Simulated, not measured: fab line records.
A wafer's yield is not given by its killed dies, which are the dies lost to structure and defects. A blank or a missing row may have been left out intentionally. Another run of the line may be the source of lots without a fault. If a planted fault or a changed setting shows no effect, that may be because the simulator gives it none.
Which of the tools did it? || flow sky130 || 6 lots, 18 wafers sampled, at 3 steps of a route of 708

WHAT THE GAUGES READ, wafer by wafer
SKY_NWELL_OVL_MEAS_23.
{"lot": "L700", "measured": "day 6 07:19", "on": "overlay-01", "NWELL_01_OVL (nm)": "0.5 1.6 -0.3"}
{"lot": "L705", "measured": "day 7 17:59", "on": "overlay-01", "NWELL_01_OVL (nm)": "1.7 1.2 1.0"}
{"lot": "L709", "measured": "day 8 09:08", "on": "overlay-02", "NWELL_01_OVL (nm)": "2.0 -0.4 0.7"}
{"lot": "L711", "measured": "day 9 02:49", "on": "overlay-02", "NWELL_01_OVL (nm)": "2.4 2.0 0.5"}
{"lot": "L716", "measured": "day 10 20:13", "on": "overlay-01", "NWELL_01_OVL (nm)": "2.2 1.8 0.6"}
{"lot": "L718", "measured": "day 11 05:25", "on": "overlay-02", "NWELL_01_OVL (nm)": "1.8 3.1 1.7"}

TOOL THAT RAN EACH LOT (tool first, then ch and the chambers of the sampled wafers, then the start)
{"lot": "L700", "SKY_FIELD_ISO_CMP_27": "cmp-02 ch 0,2,3, day 3 07:14", "SKY_DNWELL_STRIP_08": "plasma-asher-01 ch 0,1, day 4 02:29"}
{"lot": "L705", "SKY_FIELD_ISO_CMP_27": "cmp-02 ch 1,2, day 4 14:10", "SKY_DNWELL_STRIP_08": "plasma-asher-02 ch 0,1, day 5 11:42"}
{"lot": "L709", "SKY_FIELD_ISO_CMP_27": "cmp-01 ch 1,2,3, day 5 04:18", "SKY_DNWELL_STRIP_08": "plasma-asher-02 ch 0,1, day 6 00:28"}
{"lot": "L711", "SKY_FIELD_ISO_CMP_27": "cmp-02 ch 0,1, day 5 16:34", "SKY_DNWELL_STRIP_08": "plasma-asher-04 ch 0,1, day 6 16:29"}
{"lot": "L716", "SKY_FIELD_ISO_CMP_27": "cmp-02 ch 0,1,3, day 7 03:06", "SKY_DNWELL_STRIP_08": "plasma-asher-01 ch 0,1, day 8 02:13"}
{"lot": "L718", "SKY_FIELD_ISO_CMP_27": "cmp-02 ch 0,1,3, day 7 10:56", "SKY_DNWELL_STRIP_08": "plasma-asher-01 ch 0,1, day 8 10:38"}
- SKY_FIELD_ISO_CMP_27: polishes, stops on Si3N4, t overpolish 16 s, target thk 457.8 nm.
- SKY_DNWELL_STRIP_08: strips in O2/N2.

THE ANSWER, worked out from the rows above alone
Rule: the lots themselves supply what counts as usual. The widest of any qualifying gaps counts: lots, ordered by their means at a reading, are off when they make up no more than a third of the lots, leave a main group of 4 or more, and stand apart from it by 3 or more times the standard deviation of that group's means. A main group is skipped when, at the precision printed for the reading in the tables above, its means are all equal. A lot without any number at a reading at which 4 lots or more have one is off too. The other lots that the step has rows for count as sound.
No lot is off on any of the readings shown, so nothing can be concluded from this.

WHAT THE SIMULATOR HAD INSERTED
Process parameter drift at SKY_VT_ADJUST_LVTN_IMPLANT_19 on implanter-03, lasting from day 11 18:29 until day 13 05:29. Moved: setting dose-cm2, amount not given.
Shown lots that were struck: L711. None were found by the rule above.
